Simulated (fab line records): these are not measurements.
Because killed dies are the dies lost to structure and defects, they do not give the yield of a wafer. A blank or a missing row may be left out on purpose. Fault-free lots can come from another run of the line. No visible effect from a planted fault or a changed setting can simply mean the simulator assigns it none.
Comparing a struck lot with a sound one || flow sky130 || 15 out of 708 route steps
Sound: these wafers, L995.3, L995.4, L995.5. Struck: wafers L105.1, L105.3, L105.4. The cause is given at the end.
Per side, at each step with rows, come the tool, then ch with its chambers, and then its first start. Under that, the readings that differ: sound wafers || struck wafers || difference of the means || sigmas: that difference in standard deviations of wafers without a fault.
alike: readings whose means differ by less than 2 such deviations, and words and numbers that are the same on both sides. not compared: withheld readings, readings that some wafer has no value for, bounds like >300 that may hide the same value, and numbers for which the record gives no deviation and whose values overlap.
The two part at a step that has a row with sigmas, a row that says differs or no value, or rows on one side only. Numbers that have no deviation but don't overlap get no sigmas and don't part them. A reading that every wafer of one side lacks parts them only if that side has two wafers or more.

first, 6 steps without rows for these wafers: SKY_VIA4_HMDS_05 (prime time 60 s); SKY_VIA4_COAT_06 (resist thk 1140 nm); SKY_VIA4_SOFTBAKE_07 (time 60 s); SKY_VIA4_EXPOSE_08 (exposes mask VIM4, target cd 800 nm); SKY_VIA4_PEB_09; SKY_VIA4_DEVELOP_10 (develop time 60 s).
SKY_VIA4_OVL_MEAS_11:
  sound on overlay-01, day 44 14:14; struck on overlay-02, day 47 08:13
  alike: VIA4_OVL
SKY_VIA4_ETCH_12: etches SiO2 in C4F8/O2/Ar, stops on TiN, target depth 580 nm.
  sound on rieDiel-02 ch 0,1,2, day 44 14:16; struck on rieDiel-03 ch 0,2,3, day 47 08:15
  alike: oesProductAu
SKY_VIA4_STRIP_13: strips in O2/N2.
  sound on plasmaAsher-03 ch 0,1, day 44 14:22; struck on plasmaAsher-04 ch 0,1, day 47 08:19
  alike: drypumpMotorCurrentA, oesProductAu, stripTimeToEndpointS
  not compared: rfHoursCounterH
then, 3 steps without rows for these wafers: SKY_VIA4_STRIP_14 (strips in post etch residue remover, time 1200 s); SKY_VIA4_CLEAN_15 (cleans in IPA, time 180 s); SKY_VIA4_CLEAN_16 (cleans in O3/DIW).
SKY_VIA4_SPUTTER_17: material TiN, target thk 20 nm, time 80 s.
  sound on pvdSputter-02, day 44 14:56; struck on pvdSputter-03, day 47 08:55
{"reading": "cathodeDcPowerW (W)", "sound": "4000.2 3999.7 4000.4", "struck": "3540.4 3539.2 3539.8", "difference": -460.3, "sigmas": "-99 or more"}
{"reading": "model.TiN_of_VIA4_SPUTTER_17.thkNm (nm)", "sound": "20.17 20.08 20.18", "struck": "17.07 16.88 16.97", "difference": -3.17, "sigmas": ""}
  alike: throttleValvePct
SKY_VIA4_CVD_18: deposits W, target thk 505 nm, time 152.14 s.
  sound on cvdW-02 ch 0,1, day 44 15:03; struck on cvdW-01 ch 0,1, day 47 08:59
{"reading": "chamberPressureTorr (Torr)", "sound": "39.90 39.74 39.95", "struck": "40.07 40.05 40.05", "difference": "+0.19", "sigmas": "+2"}
  alike: heaterPowerW
-- the record jumps here: 2 days lie between the struck wafers' starts before and after (it left off in module VIA4 and takes up again in module PAD_OPEN, whose first step shown is number 708 of the route) --
SKY_PAD_OPEN_PROBE_99:
  rows exist in the record for the struck wafers here (prober-02, day 49 20:39), but not for the sound ones

## WHERE THEY PART
At SKY_VIA4_SPUTTER_17 first; at SKY_PAD_OPEN_PROBE_99 last (within this record only).

WHY: what the simulator had put in
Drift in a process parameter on pvdSputter-03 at SKY_VIA4_SPUTTER_17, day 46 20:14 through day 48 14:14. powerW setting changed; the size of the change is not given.
